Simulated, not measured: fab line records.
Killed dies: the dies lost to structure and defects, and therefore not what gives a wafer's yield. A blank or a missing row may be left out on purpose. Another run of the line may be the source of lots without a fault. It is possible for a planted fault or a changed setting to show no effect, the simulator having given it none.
Which of the tools did it?    flow gf180mcu    14 lots, 42 wafers sampled, at 5 steps of a route of 602

WHAT THE GAUGES READ, wafer by wafer
GF_PSD_CD_MEAS_07: target cd 400 nm. Usual: cdNm 399.5 nm, standard deviation 2.3.
lot   measured      on        cdNm (nm)          flag
L954  day 14 19:32  cdSem-02  397.5 398.1 398.3  
L956  day 15 02:07  cdSem-01  400.3 398.8 396.0  
L957  day 15 10:31  cdSem-02  399.9 400.2 399.6  
L960  day 16 03:58  cdSem-02  397.3 416.9 399.2  
L961  day 16 14:22  cdSem-02  401.6 415.8 401.0  
L968  day 19 05:14  cdSem-02  399.3 400.6 399.8  
L969  day 19 14:23  cdSem-02  400.7 400.4 401.1  
L970  day 19 21:15  cdSem-02  401.3 401.2 400.9  
L971  day 20 22:34  cdSem-01  399.0 401.7 399.6  
L972  day 21 09:27  cdSem-01  398.0 398.1 397.5  
L973  day 21 10:06  cdSem-02  401.0 402.4 402.7  
L975  day 21 23:18  cdSem-01  400.4 399.5 401.5  
L976  day 22 13:39  cdSem-02  398.4 400.2 396.5  
L977  day 22 19:13  cdSem-01  397.7 396.0 399.3  

GF_CONTACT_CD_MEAS_14: target cd 220 nm. Usual: cdNm 220.1 nm, standard deviation 1.3.
lot   measured      on        cdNm (nm)          flag
L954  day 16 16:20  cdSem-01  219.4 219.5 219.4  
L956  day 17 00:00  cdSem-01  218.7 218.5 219.2  
L957  day 17 08:27  cdSem-01  219.1 218.4 218.5  
L960  day 18 03:48  cdSem-02  220.3 220.3 220.4  
L961  day 18 14:11  cdSem-02  216.3 216.5 218.1  
L968  day 21 07:30  cdSem-02  219.7 219.7 220.2  
L969  day 21 15:38  cdSem-01  221.4 220.5 220.4  
L970  day 21 23:35  cdSem-02  219.3 219.0 220.0  
L971  day 22 23:41  cdSem-01  219.9 220.1 220.5  
L972  day 23 10:09  cdSem-01  220.8 220.9 220.2  
L973  day 23 10:30  cdSem-01  220.1 220.2 218.8  
L975  day 23 22:36  cdSem-02  219.4 219.4 219.2  
L976  day 24 12:05  cdSem-01  220.3 220.7 219.3  
L977  day 24 17:53  cdSem-02  220.0 218.4 219.3  

GF_M1_OVL_MEAS_15. Usual: M1_OVL typically reads -3 nm, with standard deviation 5.4.
lot   measured      on          M1_OVL (nm)  flag
L954  day 17 16:16  overlay-02  -6 1 8       
L956  day 18 00:19  overlay-01  -12 -4 -6    
L957  day 18 08:40  overlay-01  2 0 -5       
L960  day 19 04:04  overlay-02  -7 1 -11     
L961  day 19 15:27  overlay-02  -11 5 -10    
L968  day 22 09:00  overlay-02  -5 -7 -1     
L969  day 22 16:07  overlay-01  -4 -15 2     
L970  day 23 00:07  overlay-02  -2 -1 2      
L971  day 24 00:16  overlay-02  -7 -3 -6     
L972  day 24 10:31  overlay-01  -1 -5 2      
L973  day 24 10:33  overlay-02  -8 -1 5      
L975  day 24 21:52  overlay-02  -6 0 -6      
L976  day 25 10:42  overlay-02  4 1 3        
L977  day 25 17:27  overlay-02  -3 1 -2      

WHAT TOOL EACH LOT RAN ON (gives the tool, then ch and the chambers of the sampled wafers, and finally the start)
lot   GF_PSD_DEVELOP_06                 GF_SALICIDE_RTA_08
L954  lithoTrack-03 ch 0, day 14 19:23  rtpAnneal-02 ch 0, day 15 18:15
L956  lithoTrack-02 ch 0, day 15 01:58  rtpAnneal-01 ch 0, day 16 01:04
L957  lithoTrack-02 ch 0, day 15 10:22  rtpAnneal-02 ch 0, day 16 09:43
L960  lithoTrack-02 ch 0, day 16 03:49  rtpAnneal-02 ch 0, day 17 04:27
L961  lithoTrack-02 ch 0, day 16 14:13  rtpAnneal-01 ch 0, day 17 14:52
L968  lithoTrack-01 ch 0, day 19 05:05  rtpAnneal-02 ch 0, day 20 06:31
L969  lithoTrack-01 ch 0, day 19 14:16  rtpAnneal-01 ch 0, day 20 15:16
L970  lithoTrack-02 ch 0, day 19 21:06  rtpAnneal-01 ch 0, day 20 23:14
L971  lithoTrack-01 ch 0, day 20 22:26  rtpAnneal-02 ch 0, day 22 00:02
L972  lithoTrack-02 ch 0, day 21 09:18  rtpAnneal-01 ch 0, day 22 10:44
L973  lithoTrack-02 ch 0, day 21 09:57  rtpAnneal-01 ch 0, day 22 11:04
L975  lithoTrack-03 ch 0, day 21 23:09  rtpAnneal-02 ch 0, day 22 23:43
L976  lithoTrack-02 ch 0, day 22 13:30  rtpAnneal-02 ch 0, day 23 13:33
L977  lithoTrack-03 ch 0, day 22 18:56  rtpAnneal-01 ch 0, day 23 19:31
- GF_PSD_DEVELOP_06: develop time 60 s.
- GF_SALICIDE_RTA_08: time 30 s.

WHAT THE TOOLS THEMSELVES READ (means of the sampled wafers that have a number; where no wafer has one, the mark that the record gives instead)
GF_SALICIDE_RTA_08. Usual: lampPowerPct 19.8 %, standard deviation 1.1; wafer_temp_C_max 803.2, standard deviation 0.72.
lot   tool          lampPowerPct (%)  wafer_temp_C_max  flag
L954  rtpAnneal-02  18.6              802.9             
L956  rtpAnneal-01  20.9              803.2             
L957  rtpAnneal-02  18.6              802.9             
L960  rtpAnneal-02  18.6              803.2             
L961  rtpAnneal-01  20.9              802.6             
L968  rtpAnneal-02  18.6              804.0             
L969  rtpAnneal-01  20.9              802.6             
L970  rtpAnneal-01  20.9              803.2             
L971  rtpAnneal-02  18.6              803.7             
L972  rtpAnneal-01  20.9              802.8             
L973  rtpAnneal-01  20.9              802.9             
L975  rtpAnneal-02  18.6              803.4             
L976  rtpAnneal-02  18.6              803.2             
L977  rtpAnneal-01  20.9              803.3             

THE ANSWER, worked out from the rows above alone
Rule: a lot is off if the mean of its wafers that have a number lies more than 3 standard deviations from the usual mean. A lot without any number at a reading at which 4 lots or more have one is off too. The other lots that the step has rows for count as sound. First the gauges in route order, then the tools' own readings, where a lot's mean is used as printed above. At the first step where some lot is off, the reading lying furthest off is the one used; lots without a number count as furthest.
None of the lots is off at any reading shown; this tells nothing.

WHAT HAD BEEN PUT IN BY THE SIMULATOR
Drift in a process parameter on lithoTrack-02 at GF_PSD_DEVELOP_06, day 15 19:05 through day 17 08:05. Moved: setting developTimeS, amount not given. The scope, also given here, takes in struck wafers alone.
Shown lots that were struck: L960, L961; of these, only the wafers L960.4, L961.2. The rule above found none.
